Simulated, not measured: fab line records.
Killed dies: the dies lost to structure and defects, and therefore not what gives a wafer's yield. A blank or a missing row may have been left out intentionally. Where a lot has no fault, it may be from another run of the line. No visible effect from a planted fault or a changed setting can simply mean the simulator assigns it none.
Matching of chambers || flow gf180mcu || GF_V4_ETCH_16 on rie-diel-01 has 4 sister chambers
The step etches BARC in N2/H2. 14 wafers are shown with their chamber, then 7 later ones without.

WAFERS WITH THEIR CHAMBER
{"wafer": "L175.1", "chamber": 0, "throttle-valve-pct (%)": 13.232, "oes-product-au (a.u.)": 0.846, "chamber-pressure-mTorr (mTorr)": 29.98}
{"wafer": "L175.4", "chamber": 2, "throttle-valve-pct (%)": 13.227, "oes-product-au (a.u.)": 0.846, "chamber-pressure-mTorr (mTorr)": 30.03}
{"wafer": "L175.6", "chamber": 3, "throttle-valve-pct (%)": 13.226, "oes-product-au (a.u.)": 0.846, "chamber-pressure-mTorr (mTorr)": 30.02}
{"wafer": "L177.1", "chamber": 2, "throttle-valve-pct (%)": 13.230, "oes-product-au (a.u.)": 0.853, "chamber-pressure-mTorr (mTorr)": 30.00}
{"wafer": "L177.4", "chamber": 0, "throttle-valve-pct (%)": 13.225, "oes-product-au (a.u.)": 0.857, "chamber-pressure-mTorr (mTorr)": 30.03}
{"wafer": "L177.6", "chamber": 3, "throttle-valve-pct (%)": 13.227, "oes-product-au (a.u.)": 0.853, "chamber-pressure-mTorr (mTorr)": 29.95}
{"wafer": "L178.1", "chamber": 1, "throttle-valve-pct (%)": 13.229, "oes-product-au (a.u.)": 0.856, "chamber-pressure-mTorr (mTorr)": 29.99}
{"wafer": "L178.2", "chamber": 0, "throttle-valve-pct (%)": 13.207, "oes-product-au (a.u.)": 0.849, "chamber-pressure-mTorr (mTorr)": 30.00}
{"wafer": "L178.6", "chamber": 1, "throttle-valve-pct (%)": 13.225, "oes-product-au (a.u.)": 0.854, "chamber-pressure-mTorr (mTorr)": 29.98}
{"wafer": "L183.1", "chamber": 3, "throttle-valve-pct (%)": 13.220, "oes-product-au (a.u.)": 0.856, "chamber-pressure-mTorr (mTorr)": 30.03}
{"wafer": "L183.4", "chamber": 0, "throttle-valve-pct (%)": 13.219, "oes-product-au (a.u.)": 0.861, "chamber-pressure-mTorr (mTorr)": 29.98}
{"wafer": "L183.5", "chamber": 0, "throttle-valve-pct (%)": 13.216, "oes-product-au (a.u.)": 0.853, "chamber-pressure-mTorr (mTorr)": 30.02}
{"wafer": "L184.1", "chamber": 1, "throttle-valve-pct (%)": 13.217, "oes-product-au (a.u.)": 0.861, "chamber-pressure-mTorr (mTorr)": 30.03}
{"wafer": "L184.2", "chamber": 3, "throttle-valve-pct (%)": 13.222, "oes-product-au (a.u.)": 0.855, "chamber-pressure-mTorr (mTorr)": 30.02}

SIGNATURES (means of the wafers above)
{"reading": "throttle-valve-pct", "chamber 0": 13.21980, "chamber 1": 13.22367, "chamber 2": 13.22850, "chamber 3": 13.22375, "scatter within a chamber": 0.00683}
{"reading": "oes-product-au", "chamber 0": 0.85320, "chamber 1": 0.85700, "chamber 2": 0.84950, "chamber 3": 0.85250, "scatter within a chamber": 0.00506}
{"reading": "chamber-pressure-mTorr", "chamber 0": 30.0020, "chamber 1": 30.0000, "chamber 2": 30.0150, "chamber 3": 30.0050, "scatter within a chamber": 0.0283}
Rule: a wafer lies at a distance from a chamber equal to the root of the sum of squares, over the readings, of (its reading less the chamber's mean, divided by the reading's scatter). If the next closest chamber is less than 2 further off than the closest, the wafer can't be placed; otherwise it belongs to the closest. How the scatter is found: for the shown wafers, subtract from each reading the mean of its chamber, square and add these, divide the total by (wafers less chambers), then take the root.

WAFERS WHOSE CHAMBER IS MISSING
{"wafer": "L184.4", "throttle-valve-pct (%)": 13.230, "oes-product-au (a.u.)": 0.847, "chamber-pressure-mTorr (mTorr)": 30.04}
{"wafer": "L185.1", "throttle-valve-pct (%)": 13.226, "oes-product-au (a.u.)": 0.853, "chamber-pressure-mTorr (mTorr)": 30.03}
{"wafer": "L185.3", "throttle-valve-pct (%)": 13.219, "oes-product-au (a.u.)": 0.864, "chamber-pressure-mTorr (mTorr)": 30.00}
{"wafer": "L185.6", "throttle-valve-pct (%)": 13.219, "oes-product-au (a.u.)": 0.853, "chamber-pressure-mTorr (mTorr)": 29.97}
{"wafer": "L188.1", "throttle-valve-pct (%)": 13.222, "oes-product-au (a.u.)": 0.850, "chamber-pressure-mTorr (mTorr)": 29.97}
{"wafer": "L188.2", "throttle-valve-pct (%)": 13.229, "oes-product-au (a.u.)": 0.858, "chamber-pressure-mTorr (mTorr)": 29.99}
{"wafer": "L188.6", "throttle-valve-pct (%)": 13.228, "oes-product-au (a.u.)": 0.853, "chamber-pressure-mTorr (mTorr)": 30.01}

EACH ONE'S CHAMBER
{"wafer": "L184.4", "from the rows above": "can't be placed: 2 or 3 or 0 or 1", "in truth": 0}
{"wafer": "L185.1", "from the rows above": "can't be placed: 2 or 3 or 0 or 1", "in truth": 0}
{"wafer": "L185.3", "from the rows above": "can't be placed: 1 or 0 or 3 or 2", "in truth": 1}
{"wafer": "L185.6", "from the rows above": "can't be placed: 0 or 3 or 1 or 2", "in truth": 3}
{"wafer": "L188.1", "from the rows above": "can't be placed: 0 or 3 or 1 or 2", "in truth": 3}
{"wafer": "L188.2", "from the rows above": "can't be placed: 1 or 3 or 0 or 2", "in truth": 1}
{"wafer": "L188.6", "from the rows above": "can't be placed: 3 or 2 or 1 or 0", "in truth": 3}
0 of 7 placed correctly. Unplaceable from these rows: 7, with the true chamber sitting among the candidates in 7. 0 placed wrongly.
